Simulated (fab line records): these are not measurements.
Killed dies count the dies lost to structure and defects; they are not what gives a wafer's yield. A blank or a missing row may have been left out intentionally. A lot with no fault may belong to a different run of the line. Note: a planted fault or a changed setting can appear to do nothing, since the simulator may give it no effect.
2 desks looking at one fault | flow sky130 | only its own numbers are on each desk; what lay behind them is given at the end

== AT THE METROLOGY DESK ==
What the gauges read, lot by lot, whatever tool the lot ran on: means of the sampled wafers that have a number. If a lot's mean is further than 4 standard deviations from the usual mean, the lot is out of limits and carries the mark OUT (the distance appears in the brackets).
Columns: A = LI_CONTACT_OVL at SKY_LI_CONTACT_OVL_MEAS_13, usual 4 nm; B = LI_CONTACT_W_RS at SKY_LI_CONTACT_RS_MEAS_22, usual 0.286 ohm/sq; C = LI_CONTACT_W_THK at SKY_LI_CONTACT_THK_MEAS_23, usual 394 nm; D = LOCAL_INTERCONNECT_TIN_RS at SKY_LOCAL_INTERCONNECT_RS_MEAS_01, usual 14.10 ohm/sq; E = LOCAL_INTERCONNECT_TIN_THK at SKY_LOCAL_INTERCONNECT_THK_MEAS_02, usual 100.1 nm; F = cdNm at SKY_LOCAL_INTERCONNECT_CD_MEAS_11, usual 170.1 nm; G = LOCAL_INTERCONNECT_OVL at SKY_LOCAL_INTERCONNECT_OVL_MEAS_12, usual 3 nm
lot  | first seen here | A | B     | C   | D     | E     | F     | G
L792 | day 29 03:46    | 2 | 0.283 | 396 | 14.04 | 100.5 | 169.9 | -2
L802 | day 32 11:02    | 8 | 0.283 | 394 | 14.05 | 100.0 | 169.4 | 0
L808 | day 34 02:41    | 2 | 0.291 | 384 | 14.09 | 99.7  | 170.6 | 9
L809 | day 34 13:16    | 2 | 0.280 | 402 | 14.52 | 97.7  | 169.0 | 9
L811 | day 35 06:19    | 5 | 0.286 | 394 | 14.15 | 100.3 | 169.8 | 6
L815 | day 37 16:22    | 5 | 0.286 | 390 | 13.78 | 102.9 | 171.8 | 12
This desk's finding: nothing out of limits on any of the 6 lots.

== AT THE TOOL OWNER'S DESK: pvdSputter-04 ==
At SKY_LOCAL_INTERCONNECT_SPUTTER_00 (material TiN, target thk 100 nm, time 83.3 s) the tool's own readings: per lot run on this tool, the mean of the sampled wafers that have a number. If a lot's mean is further than 4 standard deviations from the usual mean, the lot is out of limits and carries the mark OUT (the distance appears in the brackets).
Columns: A = throttleValvePct at SKY_LOCAL_INTERCONNECT_SPUTTER_00, usual 30.3 %
lot  | first seen here | A
L792 | day 29 04:58    | 30.3
L808 | day 34 03:52    | 28.6
L809 | day 34 14:28    | 30.4
This desk's finding: nothing out of limits on any of the 3 lots.

== BROUGHT TOGETHER ==
From the metrology desk's view, nothing was out of limits.
Nothing out of limits was seen by the tool owner's desk.

== WHAT WAS PUT IN BY THE SIMULATOR ==
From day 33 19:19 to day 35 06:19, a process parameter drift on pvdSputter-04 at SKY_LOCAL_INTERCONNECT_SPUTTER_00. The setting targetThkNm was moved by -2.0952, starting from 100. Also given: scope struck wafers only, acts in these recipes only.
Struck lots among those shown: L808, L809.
